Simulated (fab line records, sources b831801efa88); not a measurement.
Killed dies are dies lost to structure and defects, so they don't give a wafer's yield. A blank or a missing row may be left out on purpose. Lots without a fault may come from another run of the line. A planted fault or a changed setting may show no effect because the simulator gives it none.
Tool commonality check | flow gf180mcu | 11 lots, 33 wafers sampled

WHY IT WAS OPENED
At GF_V2_RS_MEAS_24 the reading V2_W_RS is flagged on 2 of 11 lots. Wafers without a fault read 0.327 ohm/sq, standard deviation 0.0044.
Rule: a lot is flagged when every wafer of it that has a number lies more than 4 standard deviations from that mean, or none has a number. The other lots count as sound.

lot  | measured     | on            | V2_W_RS (ohm/sq), wafer by wafer | flag
L412 | day 20 13:57 | film_metro-02 | 0.335 0.323 0.330                |
L413 | day 20 19:40 | film_metro-02 | 0.325 0.319 0.318                |
L414 | day 21 14:30 | film_metro-04 | 0.327 0.325 0.328                |
L418 | day 23 02:03 | film_metro-02 | 0.243 0.236 0.243                | FLAGGED
L419 | day 23 05:16 | film_metro-03 | 0.330 0.323 0.322                |
L421 | day 24 00:33 | film_metro-03 | 0.241 0.242 0.239                | FLAGGED
L430 | day 26 20:56 | film_metro-04 | 0.330 0.322 0.324                |
L431 | day 27 05:28 | film_metro-04 | 0.328 0.334 0.331                |
L432 | day 27 10:22 | film_metro-04 | 0.335 0.336 0.329                |
L433 | day 27 19:29 | film_metro-02 | 0.330 0.322 0.324                |
L434 | day 28 04:06 | film_metro-02 | 0.327 0.329 0.320                |
The numbers of the flagged lots are 0.241 ohm/sq on average: -0.086 ohm/sq against the usual, or -20 standard deviations.

WHICH TOOL RAN EACH LOT
The record holds 2 process steps before the reading, out of a route of 602 steps. In each cell: the tool, then ch and the chambers that the sampled wafers went through, then the start.
lot  | flag    | GF_V2_ETCH_16                      | GF_V2_CVD_23
L412 |         | rie_diel-01 ch 1,3, day 20 12:58   | cvd_w-02 ch 0,1, day 20 13:50
L413 |         | rie_diel-01 ch 0,2,3, day 20 18:46 | cvd_w-02 ch 0,1, day 20 19:33
L414 |         | rie_diel-02 ch 1,3, day 21 13:35   | cvd_w-02 ch 0,1, day 21 14:23
L418 | FLAGGED | rie_diel-02 ch 0,1,2, day 23 01:07 | cvd_w-02 ch 0,1, day 23 01:55
L419 |         | rie_diel-01 ch 1,2, day 23 04:20   | cvd_w-01 ch 0,1, day 23 05:08
L421 | FLAGGED | rie_diel-04 ch 0,1,3, day 23 23:31 | cvd_w-02 ch 1, day 24 00:22
L430 |         | rie_diel-04 ch 0,1,3, day 26 20:01 | cvd_w-01 ch 0,1, day 26 20:49
L431 |         | rie_diel-04 ch 1,2, day 27 04:33   | cvd_w-01 ch 0,1, day 27 05:21
L432 |         | rie_diel-02 ch 0,1,3, day 27 09:28 | cvd_w-01 ch 0,1, day 27 10:14
L433 |         | rie_diel-01 ch 0,1,2, day 27 18:36 | cvd_w-02 ch 0,1, day 27 19:22
L434 |         | rie_diel-02 ch 2,3, day 28 03:08   | cvd_w-02 ch 0,1, day 28 03:58
What these steps do:
- GF_V2_ETCH_16: etches BARC in N2/H2.
- GF_V2_CVD_23: deposits W, target thk 350 nm, time 104.94 s.
- GF_V2_RS_MEAS_24: measures by four-point-probe.

FLAGGED OVER TOTAL, TOOL BY TOOL (the gauges that took the reading come last)
step             | tool          | lots run | flagged | share of the flagged lots | sound lots run after its first flagged lot
GF_V2_ETCH_16    | rie_diel-01   | 4        | 0       | none                      | -
GF_V2_ETCH_16    | rie_diel-02   | 4        | 1       | some                      | 2 (L432,L434)
GF_V2_ETCH_16    | rie_diel-04   | 3        | 1       | some                      | 2 (L430,L431)
GF_V2_CVD_23     | cvd_w-01      | 4        | 0       | none                      | -
GF_V2_CVD_23     | cvd_w-02      | 7        | 2       | all                       | 2 (L433,L434)
GF_V2_RS_MEAS_24 | film_metro-02 | 5        | 1       | some                      | 2 (L433,L434)
GF_V2_RS_MEAS_24 | film_metro-03 | 2        | 1       | some                      | 0
GF_V2_RS_MEAS_24 | film_metro-04 | 4        | 0       | none                      | -

WHAT THE TABLE ALLOWS
1 row of the table ran every flagged lot: cvd_w-02 at GF_V2_CVD_23.
- cvd_w-02 at GF_V2_CVD_23: 2 of its 7 lots flagged. Sound lots ran on it after the first flagged one (L433, L434), which a lasting fault on the whole tool wouldn't allow.
No row of the table ran every flagged lot and no sound lot after the first.

WHAT THE SIMULATOR HAD PUT IN
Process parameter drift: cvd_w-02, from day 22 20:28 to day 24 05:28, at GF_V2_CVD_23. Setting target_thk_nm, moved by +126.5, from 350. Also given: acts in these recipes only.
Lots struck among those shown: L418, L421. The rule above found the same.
